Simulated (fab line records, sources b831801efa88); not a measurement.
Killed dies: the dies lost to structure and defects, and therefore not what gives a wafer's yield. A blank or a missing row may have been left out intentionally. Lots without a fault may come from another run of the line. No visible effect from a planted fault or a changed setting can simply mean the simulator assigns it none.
fab line records	flow sky130	part 1 of 2: steps 1 to 27 of 38
record: lots: 5	wafers: 15	last_day: 49
route steps=708 shown VT_ADJUST_NCORE@121 VT_ADJUST_HVTR@131 VT_ADJUST_PCH@143 SONOS_TUNNEL@154
lots that met no fault: taken from a fault-free run of the same line
start_h: hours from the record's opening day to when the first of the lot's shown wafers began	wait_h: time in hours since the lot's previous step	" as in the row above	L1.1+2: several wafers, shown together as one row	- no value, or no start was given	* or withheld: withheld	< > ~ a bound
route shown NAME@n: a module of which the file shows steps, and the number in the route of the first	usual: mean and standard deviation over wafers with no fault	same: alike in all rows	chamber/n: place in a boat	sites: per-site readings	_std_site: their standard deviation	_edge_site: inner sites' mean taken away from outer sites' mean	radius_mm: how far each site lies from the wafer's centre	mask NAME#n: copy n	behind: the last tool/chamber to shape the wafer	hold: what put the lot on hold/how long, in hours/how the hold closed	device: the transistor (n, p or np) that didn't switch	end of line: at the end of the route, the tests of the same wafers	a step given without rows: its recipe and nothing more	killed: dies lost to structure and defects at the first sort, not the wafer's yield	map: dies across one wafer; x = killed, . = not, _ = none there
set.NAME: the setting as run; set.NAME@STEP: as run at that earlier step	model.NAME: the simulator's own value behind a step, which no gauge read
lots at some steps of the route; a table a step, a row a wafer
services: the hour from which a tool's chamber was out of use, counted from the record's first day as start_h (under 0 if before that day), plus the number of hours and why
== steps ==
step: SKY_VT_ADJUST_NCORE_COAT_02
recipe: resist: NOVOLAK	spin_rpm: 3000	resist_thk_nm: 1140
usual: exhaust_pa: 45.1/1.1
lot.wafer	tool	chamber	start_h	wait_h	exhaust_pa
L074.3	litho_track-03	0	168.81	0.1	45.4
L074.4	"	0	"	"	44.8
L074.5	"	0	"	"	44.5
L080.2	litho_track-01	0	210.05	0.1	44.6
L080.4	"	0	"	"	45.0
L080.5	"	0	"	"	46.1
L081.2	litho_track-01	0	218.70	0.1	44.3
L081.5	"	0	"	"	44.5
L081.6	"	0	"	"	45.6
L082.1	litho_track-04	0	231.98	0.1	44.9
L082.3	"	0	"	"	44.5
L082.6	"	0	"	"	45.7
L090.3	litho_track-04	0	286.73	0.1	43.9
L090.4	"	0	"	"	43.7
L090.6	"	0	"	"	44.6
step: SKY_VT_ADJUST_NCORE_SOFTBAKE_03
recipe: temp_c: 90	time_s: 60	resist: NOVOLAK
usual: exhaust_pa: 45.1/0.89
lot.wafer	tool	chamber	start_h	wait_h	exhaust_pa
L074.3	litho_track-03	0	168.96	0.1	44.6
L074.4	"	0	"	"	44.3
L074.5	"	0	"	"	43.5
L080.2	litho_track-01	0	210.20	0.1	44.0
L080.4	"	0	"	"	44.2
L080.5	"	0	"	"	44.6
L081.2	litho_track-01	0	218.85	0.1	47.7
L081.5	"	0	"	"	47.6
L081.6	"	0	"	"	46.8
L082.1	litho_track-04	0	232.13	0.1	44.7
L082.3	"	0	"	"	44.2
L082.6	"	0	"	"	44.6
L090.3	litho_track-04	0	286.88	0.1	46.8
L090.4	"	0	"	"	45.2
L090.6	"	0	"	"	45.5
step: SKY_VT_ADJUST_NCORE_EXPOSE_04
recipe: mask_id: LVTN_COMPLEMENT_THIN	na: 0.6	source_shape: conventional	sigma_outer: 0.6	polarization: unpolarized	target_cd_nm: 380	dose_mj: 139
lot.wafer	tool	chamber	start_h	wait_h	mask
L074.3+4+5	iline_stepper-01	0	-	-	LVTN_COMPLEMENT_THIN#0
L080.2+4+5	iline_stepper-02	0	-	-	LVTN_COMPLEMENT_THIN#0
L081.2+5+6	iline_stepper-02	0	-	-	LVTN_COMPLEMENT_THIN#0
L082.1+3+6	iline_stepper-01	0	-	-	LVTN_COMPLEMENT_THIN#0
L090.3+4+6	iline_stepper-02	0	-	-	LVTN_COMPLEMENT_THIN#0
step: SKY_VT_ADJUST_NCORE_PEB_05
recipe: temp_c: withheld	time_s: *	resist: NOVOLAK
usual: exhaust_pa: 45.1/0.91
lot.wafer	tool	chamber	start_h	wait_h	exhaust_pa
L074.3	litho_track-04	0	-	-	46.1
L074.4	"	0	"	"	46.2
L074.5	"	0	"	"	45.1
L080.2	litho_track-01	0	-	-	46.9
L080.4	"	0	"	"	45.9
L080.5	"	0	"	"	45.3
L081.2	litho_track-03	0	-	-	44.6
L081.5	"	0	"	"	44.9
L081.6	"	0	"	"	47.0
L082.1	litho_track-04	0	-	-	45.6
L082.3	"	0	"	"	46.0
L082.6	"	0	"	"	44.6
L090.3	litho_track-03	0	-	-	44.8
L090.4	"	0	"	"	46.2
L090.6	"	0	"	"	45.0
step: SKY_VT_ADJUST_NCORE_DEVELOP_06
recipe: resist: NOVOLAK	developer: TMAH	develop_time_s: 60	dev_temp_c: 23
usual: exhaust_pa: 45.0/1
lot.wafer	tool	chamber	start_h	wait_h	exhaust_pa
L074.3	litho_track-04	0	178.53	0.1	45.0
L074.4	"	0	"	"	45.5
L074.5	"	0	"	"	45.7
L080.2	litho_track-01	0	221.50	0.1	44.2
L080.4	"	0	"	"	45.5
L080.5	"	0	"	"	44.2
L081.2	litho_track-03	0	229.34	0.1	43.1
L081.5	"	0	"	"	44.4
L081.6	"	0	"	"	44.5
L082.1	litho_track-04	0	243.83	0.1	44.4
L082.3	"	0	"	"	43.5
L082.6	"	0	"	"	44.2
L090.3	litho_track-03	0	299.81	0.1	44.1
L090.4	"	0	"	"	46.4
L090.6	"	0	"	"	46.6
step: SKY_VT_ADJUST_NCORE_CD_MEAS_07
recipe: target_cd_nm: 380
usual: cd_nm: 379.6/2.1
lot.wafer	tool	chamber	start_h	wait_h	cd_nm
L074.3	cd_sem-02	-	178.67	0.1	376.7
L074.4	"	-	"	"	376.9
L074.5	"	-	"	"	377.7
L080.2	cd_sem-02	-	221.64	0.1	378.5
L080.4	"	-	"	"	379.2
L080.5	"	-	"	"	378.5
L081.2	cd_sem-02	-	229.48	0.1	379.9
L081.5	"	-	"	"	380.1
L081.6	"	-	"	"	382.8
L082.1	cd_sem-02	-	243.98	0.1	379.1
L082.3	"	-	"	"	380.0
L082.6	"	-	"	"	382.0
L090.3	cd_sem-02	-	299.95	0.1	377.7
L090.4	"	-	"	"	378.1
L090.6	"	-	"	"	377.2
step: SKY_VT_ADJUST_NCORE_OVL_MEAS_08
usual: VT_ADJUST_NCORE_OVL: 0.4/1.1
lot.wafer	tool	chamber	start_h	wait_h	VT_ADJUST_NCORE_OVL[nm]
L074.3	overlay-01	-	178.76	0.1	0.1
L074.4	"	-	"	"	-0.1
L074.5	"	-	"	"	1.4
L080.2	overlay-01	-	221.75	0.1	2.1
L080.4	"	-	"	"	-0.1
L080.5	"	-	"	"	1.3
L081.2	overlay-02	-	229.59	0.1	-0.6
L081.5	"	-	"	"	-0.1
L081.6	"	-	"	"	-2.0
L082.1	overlay-01	-	244.10	0.1	-0.4
L082.3	"	-	"	"	1.3
L082.6	"	-	"	"	-2.0
L090.3	overlay-01	-	300.05	0.1	1.2
L090.4	"	-	"	"	0.2
L090.6	"	-	"	"	2.3
step: SKY_VT_ADJUST_NCORE_IMPLANT_09
recipe: species: B	energy_kev: 10	dose_cm2: 2.4e+12	tilt_deg: withheld
lot.wafer	tool	chamber	start_h	wait_h
L074.3+4+5	implanter-03	0	178.91	0.1
L080.2+4+5	implanter-04	0	221.81	0.0
L081.2+5+6	implanter-03	0	229.64	0.0
L082.1+3+6	implanter-03	0	244.14	0.0
L090.3+4+6	implanter-02	0	300.12	0.1
step: SKY_VT_ADJUST_NCORE_STRIP_10
recipe: chemistry: O2/N2	power_w: 1400	pressure_mtorr: 1500	platen_temp_c: withheld	o2_flow_sccm: 3000	n2_flow_sccm: 300	overash_fraction: 0.5
usual: drypump_motor_current_A: 6.0/0.31	oes_product_au: 0.715/0.0045	strip_time_to_endpoint_s: 14.17/0.048
lot.wafer	tool	chamber	start_h	wait_h	drypump_motor_current_A	oes_product_au	rf_hours_counter_h	strip_time_to_endpoint_s
L074.3	plasma_asher-02	0	179.04	0.1	5.8	0.712	-	14.17
L074.4	"	1	"	"	5.4	0.715	-	14.15
L074.5	"	1	"	"	5.4	0.717	-	14.17
L080.2	plasma_asher-04	1	221.93	0.1	6.1	0.720	51	14.20
L080.4	"	1	"	"	6.0	0.714	-	14.22
L080.5	"	0	"	"	6.0	0.717	-	14.20
L081.2	plasma_asher-03	1	229.77	0.1	6.5	0.718	11	14.15
L081.5	"	0	"	"	5.9	0.708	-	14.20
L081.6	"	1	"	"	6.5	0.714	-	14.11
L082.1	plasma_asher-04	1	244.29	0.1	6.1	0.712	53	14.23
L082.3	"	1	"	"	6.0	0.728	-	14.26
L082.6	"	0	"	"	6.0	0.712	-	14.24
L090.3	plasma_asher-02	1	300.25	0.1	5.5	0.712	-	14.11
L090.4	"	0	"	"	5.9	0.718	-	14.12
L090.6	"	0	"	"	5.9	0.715	-	14.08
step: SKY_VT_ADJUST_NCORE_TW_MEAS_11
usual: VT_ADJUST_NCORE_TW: 220.4/1.4
lot.wafer	tool	chamber	start_h	wait_h	VT_ADJUST_NCORE_TW
L074.3	film_metro-03	-	179.13	0.1	220.4
L074.4	"	-	"	"	221.8
L074.5	"	-	"	"	220.7
L080.2	film_metro-02	-	222.04	0.1	217.8
L080.4	"	-	"	"	218.8
L080.5	"	-	"	"	220.3
L081.2	film_metro-01	-	229.88	0.1	223.5
L081.5	"	-	"	"	222.9
L081.6	"	-	"	"	222.0
L082.1	film_metro-02	-	244.39	0.1	218.7
L082.3	"	-	"	"	218.9
L082.6	"	-	"	"	218.1
L090.3	film_metro-03	-	300.34	0.1	220.7
L090.4	"	-	"	"	219.2
L090.6	"	-	"	"	219.9
step: SKY_VT_ADJUST_HVTR_DEHYDRATE_00
recipe: temp_c: 200	time_s: 60
usual: exhaust_pa: 45.0/1
lot.wafer	tool	chamber	start_h	wait_h	exhaust_pa
L074.3	litho_track-04	0	189.13	10.0	45.8
L074.4	"	0	"	"	45.8
L074.5	"	0	"	"	46.0
L080.2	litho_track-04	0	232.31	10.3	45.9
L080.4	"	0	"	"	44.9
L080.5	"	0	"	"	45.7
L081.2	litho_track-04	0	241.11	11.2	45.9
L081.5	"	0	"	"	45.8
L081.6	"	0	"	"	46.2
L082.1	litho_track-02	0	256.12	11.7	44.5
L082.3	"	0	"	"	44.7
L082.6	"	0	"	"	44.0
L090.3	litho_track-04	0	312.23	11.9	46.2
L090.4	"	0	"	"	45.7
L090.6	"	0	"	"	45.6
step: SKY_VT_ADJUST_HVTR_HMDS_01
recipe: prime_time_s: 60	prime_temp_c: 120
usual: exhaust_pa: 45.0/0.78	prime_temp_c: 119.98/0.13
lot.wafer	tool	chamber	start_h	wait_h	exhaust_pa	prime_temp_c
L074.3	litho_track-04	0	189.28	0.1	44.1	119.91
L074.4	"	0	"	"	44.9	120.01
L074.5	"	0	"	"	45.5	120.03
L080.2	litho_track-04	0	232.46	0.1	45.4	120.00
L080.4	"	0	"	"	45.3	119.79
L080.5	"	0	"	"	45.4	119.99
L081.2	litho_track-04	0	241.26	0.1	45.2	120.01
L081.5	"	0	"	"	44.8	119.83
L081.6	"	0	"	"	44.2	119.77
L082.1	litho_track-02	0	256.27	0.1	44.3	119.84
L082.3	"	0	"	"	43.1	119.99
L082.6	"	0	"	"	44.4	119.95
L090.3	litho_track-04	0	312.38	0.1	44.2	120.22
L090.4	"	0	"	"	44.6	120.12
L090.6	"	0	"	"	44.5	120.10
step: SKY_VT_ADJUST_HVTR_COAT_02
recipe: resist: NOVOLAK	spin_rpm: 3000	resist_thk_nm: 1140
usual: exhaust_pa: 44.8/0.89
lot.wafer	tool	chamber	start_h	wait_h	exhaust_pa
L074.3	litho_track-04	0	189.43	0.1	45.0
L074.4	"	0	"	"	44.1
L074.5	"	0	"	"	43.4
L080.2	litho_track-04	0	232.61	0.1	45.4
L080.4	"	0	"	"	44.4
L080.5	"	0	"	"	44.6
L081.2	litho_track-04	0	241.41	0.1	44.6
L081.5	"	0	"	"	45.9
L081.6	"	0	"	"	46.1
L082.1	litho_track-02	0	256.42	0.1	44.5
L082.3	"	0	"	"	45.1
L082.6	"	0	"	"	45.2
L090.3	litho_track-04	0	312.53	0.1	43.5
L090.4	"	0	"	"	43.6
L090.6	"	0	"	"	44.3
step: SKY_VT_ADJUST_HVTR_SOFTBAKE_03
recipe: temp_c: 90	time_s: 60	resist: NOVOLAK
usual: exhaust_pa: 44.8/0.78
lot.wafer	tool	chamber	start_h	wait_h	exhaust_pa
L074.3	litho_track-04	0	189.58	0.1	44.7
L074.4	"	0	"	"	42.8
L074.5	"	0	"	"	43.9
L080.2	litho_track-04	0	232.76	0.1	44.8
L080.4	"	0	"	"	45.2
L080.5	"	0	"	"	44.5
L081.2	litho_track-04	0	241.56	0.1	43.8
L081.5	"	0	"	"	44.7
L081.6	"	0	"	"	43.1
L082.1	litho_track-02	0	256.57	0.1	44.1
L082.3	"	0	"	"	44.9
L082.6	"	0	"	"	45.0
L090.3	litho_track-04	0	312.68	0.1	44.8
L090.4	"	0	"	"	45.6
L090.6	"	0	"	"	45.3
step: SKY_VT_ADJUST_HVTR_EXPOSE_04
recipe: mask_id: HVTRM	target_cd_nm: 380	na: 0.6	source_shape: conventional	sigma_outer: 0.6	dose_mj: 150
lot.wafer	tool	chamber	start_h	wait_h	mask
L074.3+4+5	iline_stepper-02	0	-	-	HVTRM#0
L080.2+4+5	iline_stepper-01	0	-	-	HVTRM#0
L081.2+5+6	iline_stepper-01	0	-	-	HVTRM#0
L082.1+3+6	iline_stepper-02	0	-	-	HVTRM#0
L090.3+4+6	iline_stepper-01	0	-	-	HVTRM#0
step: SKY_VT_ADJUST_HVTR_PEB_05
recipe: temp_c: withheld	time_s: *	resist: NOVOLAK
usual: exhaust_pa: 45.1/0.84
lot.wafer	tool	chamber	start_h	wait_h	exhaust_pa
L074.3	litho_track-01	0	-	-	46.8
L074.4	"	0	"	"	45.7
L074.5	"	0	"	"	45.7
L080.2	litho_track-04	0	-	-	44.3
L080.4	"	0	"	"	45.5
L080.5	"	0	"	"	44.6
L081.2	litho_track-01	0	-	-	44.4
L081.5	"	0	"	"	45.1
L081.6	"	0	"	"	46.7
L082.1	litho_track-02	0	-	-	45.6
L082.3	"	0	"	"	44.4
L082.6	"	0	"	"	44.0
L090.3	litho_track-01	0	-	-	44.7
L090.4	"	0	"	"	45.1
L090.6	"	0	"	"	44.9
step: SKY_VT_ADJUST_HVTR_DEVELOP_06
recipe: develop_time_s: 60	dev_temp_c: 22.07
usual: exhaust_pa: 45.0/0.94
lot.wafer	tool	chamber	start_h	wait_h	exhaust_pa
L074.3	litho_track-01	0	200.12	0.1	47.0
L074.4	"	0	"	"	46.8
L074.5	"	0	"	"	45.1
L080.2	litho_track-04	0	244.16	0.1	44.6
L080.4	"	0	"	"	44.1
L080.5	"	0	"	"	44.1
L081.2	litho_track-01	0	253.10	0.1	44.8
L081.5	"	0	"	"	44.9
L081.6	"	0	"	"	43.8
L082.1	litho_track-02	0	269.07	0.1	45.3
L082.3	"	0	"	"	44.9
L082.6	"	0	"	"	43.9
L090.3	litho_track-01	0	326.22	0.1	44.8
L090.4	"	0	"	"	45.7
L090.6	"	0	"	"	45.7
step: SKY_VT_ADJUST_HVTR_CD_MEAS_07
recipe: target_cd_nm: 380
usual: cd_nm: 380.2/2.2
lot.wafer	tool	chamber	start_h	wait_h	cd_nm
L074.3	cd_sem-01	-	200.38	0.2	380.7
L074.4	"	-	"	"	381.2
L074.5	"	-	"	"	380.8
L080.2	cd_sem-02	-	244.30	0.1	379.1
L080.4	"	-	"	"	382.3
L080.5	"	-	"	"	381.5
L081.2	cd_sem-02	-	253.24	0.1	377.2
L081.5	"	-	"	"	375.3
L081.6	"	-	"	"	378.5
L082.1	cd_sem-02	-	269.22	0.1	377.6
L082.3	"	-	"	"	381.5
L082.6	"	-	"	"	383.0
L090.3	cd_sem-01	-	326.36	0.1	380.1
L090.4	"	-	"	"	377.7
L090.6	"	-	"	"	379.7
step: SKY_VT_ADJUST_HVTR_OVL_MEAS_08
usual: VT_ADJUST_HVTR_OVL: -0.3/1.7
lot.wafer	tool	chamber	start_h	wait_h	VT_ADJUST_HVTR_OVL[nm]
L074.3	overlay-02	-	200.47	0.1	-0.8
L074.4	"	-	"	"	-1.6
L074.5	"	-	"	"	-2.4
L080.2	overlay-01	-	244.41	0.1	-1.6
L080.4	"	-	"	"	-1.3
L080.5	"	-	"	"	-1.6
L081.2	overlay-01	-	253.36	0.1	2.2
L081.5	"	-	"	"	-1.1
L081.6	"	-	"	"	1.1
L082.1	overlay-01	-	269.34	0.1	-1.5
L082.3	"	-	"	"	-2.2
L082.6	"	-	"	"	-3.0
L090.3	overlay-01	-	326.46	0.1	1.1
L090.4	"	-	"	"	0.2
L090.6	"	-	"	"	-0.1
step: SKY_VT_ADJUST_HVTR_IMPLANT_09
recipe: species: B	energy_kev: 10	dose_cm2: 2.1e+12	tilt_deg: withheld
lot.wafer	tool	chamber	start_h	wait_h
L074.3+4+5	implanter-01	0	200.55	0.1
L080.2+4+5	implanter-03	0	244.46	0.0
L081.2+5+6	implanter-01	0	253.42	0.0
L082.1+3+6	implanter-02	0	269.38	0.0
L090.3+4+6	implanter-03	0	326.53	0.1
step: SKY_VT_ADJUST_HVTR_STRIP_10
recipe: chemistry: O2/N2	power_w: 1400	pressure_mtorr: 1500	platen_temp_c: withheld	o2_flow_sccm: 3000	n2_flow_sccm: 300	overash_fraction: 0.5
usual: drypump_motor_current_A: 5.6/0.38	oes_product_au: 0.715/0.0048	strip_time_to_endpoint_s: 14.17/0.038
lot.wafer	tool	chamber	start_h	wait_h	drypump_motor_current_A	oes_product_au	rf_hours_counter_h	strip_time_to_endpoint_s
L074.3	plasma_asher-01	0	200.68	0.1	5.2	0.713	-	14.19
L074.4	"	1	"	"	5.2	0.715	-	14.22
L074.5	"	1	"	"	5.1	0.710	-	14.16
L080.2	plasma_asher-01	0	244.59	0.1	5.2	0.718	55	14.15
L080.4	"	0	"	"	5.3	0.708	-	14.11
L080.5	"	0	"	"	5.2	0.717	-	14.12
L081.2	plasma_asher-01	1	253.54	0.1	5.2	0.709	56	14.16
L081.5	"	1	"	"	5.2	0.720	-	14.18
L081.6	"	0	"	"	5.3	0.712	-	14.20
L082.1	plasma_asher-02	0	269.53	0.1	5.9	0.714	45	14.15
L082.3	"	0	"	"	5.9	0.707	-	14.15
L082.6	"	1	"	"	5.5	0.717	-	14.16
L090.3	plasma_asher-04	0	326.66	0.1	6.0	0.712	-	14.19
L090.4	"	1	"	"	6.0	0.719	-	14.16
L090.6	"	1	"	"	6.1	0.716	-	14.17
step: SKY_VT_ADJUST_HVTR_TW_MEAS_11
usual: VT_ADJUST_HVTR_TW: 211.9/1.2
lot.wafer	tool	chamber	start_h	wait_h	VT_ADJUST_HVTR_TW
L074.3	film_metro-04	-	200.77	0.1	212.2
L074.4	"	-	"	"	211.7
L074.5	"	-	"	"	212.0
L080.2	film_metro-03	-	244.70	0.1	211.7
L080.4	"	-	"	"	212.6
L080.5	"	-	"	"	213.3
L081.2	film_metro-04	-	253.65	0.1	212.3
L081.5	"	-	"	"	212.0
L081.6	"	-	"	"	212.8
L082.1	film_metro-03	-	269.63	0.1	211.5
L082.3	"	-	"	"	212.0
L082.6	"	-	"	"	212.7
L090.3	film_metro-03	-	326.75	0.1	210.1
L090.4	"	-	"	"	211.6
L090.6	"	-	"	"	211.5
step: SKY_VT_ADJUST_PCH_DEHYDRATE_00
recipe: temp_c: 200	time_s: 60
usual: exhaust_pa: 45.2/0.97
lot.wafer	tool	chamber	start_h	wait_h	exhaust_pa
L074.3	litho_track-03	0	210.96	10.2	45.1
L074.4	"	0	"	"	44.6
L074.5	"	0	"	"	44.6
L080.2	litho_track-03	0	256.59	11.9	45.4
L080.4	"	0	"	"	44.4
L080.5	"	0	"	"	44.5
L081.2	litho_track-04	0	265.61	11.9	43.7
L081.5	"	0	"	"	44.7
L081.6	"	0	"	"	44.7
L082.1	litho_track-04	0	281.33	11.7	44.2
L082.3	"	0	"	"	45.1
L082.6	"	0	"	"	45.6
L090.3	litho_track-03	0	338.96	12.2	45.2
L090.4	"	0	"	"	46.4
L090.6	"	0	"	"	46.3
step: SKY_VT_ADJUST_PCH_HMDS_01
recipe: prime_time_s: 60	prime_temp_c: 120
usual: exhaust_pa: 45.1/0.84	prime_temp_c: 120.02/0.13
lot.wafer	tool	chamber	start_h	wait_h	exhaust_pa	prime_temp_c
L074.3	litho_track-03	0	211.11	0.1	45.0	120.14
L074.4	"	0	"	"	46.3	120.09
L074.5	"	0	"	"	45.1	120.12
L080.2	litho_track-03	0	256.74	0.1	45.3	120.07
L080.4	"	0	"	"	44.8	120.19
L080.5	"	0	"	"	45.8	119.93
L081.2	litho_track-04	0	265.76	0.1	45.1	120.13
L081.5	"	0	"	"	44.3	119.96
L081.6	"	0	"	"	44.8	119.87
L082.1	litho_track-04	0	281.48	0.1	45.2	120.07
L082.3	"	0	"	"	45.0	120.05
L082.6	"	0	"	"	44.9	120.11
L090.3	litho_track-03	0	339.11	0.1	46.4	119.99
L090.4	"	0	"	"	45.4	120.12
L090.6	"	0	"	"	46.5	119.86
step: SKY_VT_ADJUST_PCH_COAT_02
recipe: spin_rpm: 2000	resist_thk_nm: 3000
usual: exhaust_pa: 44.8/0.74
lot.wafer	tool	chamber	start_h	wait_h	exhaust_pa
L074.3	litho_track-03	0	211.26	0.1	45.3
L074.4	"	0	"	"	44.9
L074.5	"	0	"	"	44.7
L080.2	litho_track-03	0	256.89	0.1	45.0
L080.4	"	0	"	"	45.0
L080.5	"	0	"	"	44.9
L081.2	litho_track-04	0	265.91	0.1	44.4
L081.5	"	0	"	"	44.1
L081.6	"	0	"	"	44.9
L082.1	litho_track-04	0	281.63	0.1	44.8
L082.3	"	0	"	"	44.5
L082.6	"	0	"	"	46.1
L090.3	litho_track-03	0	339.26	0.1	44.5
L090.4	"	0	"	"	45.3
L090.6	"	0	"	"	44.2
step: SKY_VT_ADJUST_PCH_SOFTBAKE_03
recipe: temp_c: 110	time_s: withheld
usual: exhaust_pa: 45.1/0.92
lot.wafer	tool	chamber	start_h	wait_h	exhaust_pa
L074.3	litho_track-03	0	211.43	0.1	45.7
L074.4	"	0	"	"	44.1
L074.5	"	0	"	"	45.4
L080.2	litho_track-03	0	257.05	0.1	44.6
L080.4	"	0	"	"	45.5
L080.5	"	0	"	"	45.3
L081.2	litho_track-04	0	266.06	0.1	46.6
L081.5	"	0	"	"	46.7
L081.6	"	0	"	"	46.7
L082.1	litho_track-04	0	281.78	0.1	44.1
L082.3	"	0	"	"	44.4
L082.6	"	0	"	"	44.4
L090.3	litho_track-03	0	339.43	0.1	45.1
L090.4	"	0	"	"	45.8
L090.6	"	0	"	"	45.4
step: SKY_VT_ADJUST_PCH_EXPOSE_04
recipe: mask_id: NWM	na: 0.6	source_shape: conventional	sigma_outer: 0.6	polarization: unpolarized	target_cd_nm: 840	dose_mj: 255
lot.wafer	tool	chamber	start_h	wait_h	mask
L074.3+4+5	iline_stepper-02	0	-	-	NWM#0
L080.2+4+5	iline_stepper-01	0	-	-	NWM#0
L081.2+5+6	iline_stepper-01	0	-	-	NWM#0
L082.1+3+6	iline_stepper-02	0	-	-	NWM#0
L090.3+4+6	iline_stepper-02	0	-	-	NWM#0
